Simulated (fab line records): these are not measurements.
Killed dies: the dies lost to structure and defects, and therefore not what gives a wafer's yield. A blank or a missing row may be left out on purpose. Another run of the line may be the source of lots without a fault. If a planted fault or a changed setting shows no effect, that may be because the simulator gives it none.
Comparing a struck lot with a sound one -- flow sky130 -- 15 steps out of a route of 708
Sound: wafers L459.2, L459.3, L459.5. The struck wafers were L463.1, L463.2, L463.5. At the end, the cause is stated.
At each step with rows: each side's tool, then ch and its chambers, then its first start. Under that, the readings that differ: sound wafers -- struck wafers -- difference of the means -- sigmas: that difference in standard deviations of wafers without a fault.
alike: same words and numbers on both sides, and readings whose means sit less than 2 such deviations apart. not compared: any withheld reading, any reading some wafer has no value for, any bound like >300 that may hide the same value, and any number with overlapping values for which the record gives no deviation.
The two part at a step that has a row with sigmas, a row that says differs or no value, or rows on one side only. When numbers do not overlap yet have no deviation, they are printed without sigmas and do not part them. A reading that every wafer of one side lacks parts them only if that side has two wafers or more.

first, 1 step without rows for these wafers: SKY_VIA3_ETCH_14 (etches BARC in N2/H2, stops on SiO2, time 45.9 s, target depth 60 nm).
SKY_VIA3_ETCH_15: etches SiO2 in C4F8/O2/Ar, stops on TiN, target depth 507 nm, time 78 s.
  sound on rie diel-02 ch 1,2, day 39 07:14; struck on rie diel-02 ch 0,1, day 40 22:53
  alike: bias w, oes product au
  not compared: rf hours counter h
then, 4 steps without rows for these wafers: SKY_VIA3_STRIP_16 (strips in O2/N2); SKY_VIA3_STRIP_17 (strips in post etch residue remover, time 1200 s); SKY_VIA3_CLEAN_18 (cleans in IPA, time 180 s); SKY_VIA3_CLEAN_19 (cleans in O3/DIW).
SKY_VIA3_SPUTTER_20: material TiN, target thk 20 nm, time 80 s.
  struck on pvd sputter-01, day 40 23:34; sound on pvd sputter-01, day 39 07:53
  alike: cathode dc power W, chamber pressure pa, throttle valve pct
SKY_VIA3_CVD_21: deposits W, target thk 390 nm, time 117.31 s.
  sound on cvd w-01 ch 0,1, day 39 07:57; struck on cvd w-01 ch 0,1, day 40 23:38
  alike: heater power w
SKY_VIA3_RS_MEAS_22: measures by four-point-probe.
  struck on film metro-02, day 40 23:46; sound on film metro-02, day 39 08:06
  alike: VIA3_W_RS
SKY_VIA3_THK_MEAS_23: measures by xrf.
  struck on film metro-02, day 40 23:53; sound on film metro-02, day 39 08:13
  alike: VIA3_W_THK
SKY_VIA3_CMP_24: polishes, stops on SiO2, t overpolish 20 s, target thk 0 nm.
  sound on cmp-01 ch 0,1,3, day 39 08:16; struck on cmp-02 ch 0,2, day 40 23:56
  alike: motor current A, overpolish run s, time to endpoint s
SKY_METAL4_SPUTTER_00: material Ti, target thk 15 nm, time 10 s.
  struck on pvd sputter-04, day 41 00:14; sound on pvd sputter-02, day 39 08:34
  alike: cathode dc power W, chamber pressure pa, throttle valve pct
SKY_METAL4_SPUTTER_01: material TiN, target thk 20 nm, time 16.7 s.
  struck on pvd sputter-04, day 41 00:16; sound on pvd sputter-02, day 39 08:35
  no value came back on the struck wafers for cathode dc power W (W), chamber pressure pa (Pa), throttle valve pct (%); on the sound wafers cathode dc power W (W) reads 6502.3 6500.9 6502.4
then, 1 step without rows for these wafers: SKY_METAL4_SPUTTER_02 (material AlCu, target thk 735 nm, time 39.1 s).
-- the record jumps here: 6 days lie between the struck wafers' starts before and after (it left off in module METAL4 and takes up again in module PAD_OPEN, whose first step shown is number 708 of the route) --
SKY_PAD_OPEN_PROBE_99:
  struck on prober-01, day 46 20:54; sound on prober-01, day 45 10:43
reading,sound,struck,difference,sigmas
model.etest.met4.line ohm um,0.1408 0.1417 0.139,0.153 0.1511 0.1488,+0.010,
model.etest.met4.rs ohm sq,0.04285 0.04301 0.04284,0.04504 0.04486 0.04471,+0.00197,
  alike: defect limited yield, killed_at_M0_to_M3, killed_at_M4_up, killed at contacts, killed at front end, killed at other, killed dies, killed open, killed short, sort_bin_3_pad_short, sort_bin_5_function, sort_bin_6_memory, sort n pass, sort yield pct

== WHERE THEY PART ==
Only at SKY_METAL4_SPUTTER_01, within this record. Later steps at which nothing parts them and some readings are alike: SKY_PAD_OPEN_PROBE_99.

WHY: the cause the simulator had injected
Entire step skipped (pvd sputter-04, SKY_METAL4_SPUTTER_01), from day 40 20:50 onward. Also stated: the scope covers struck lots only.
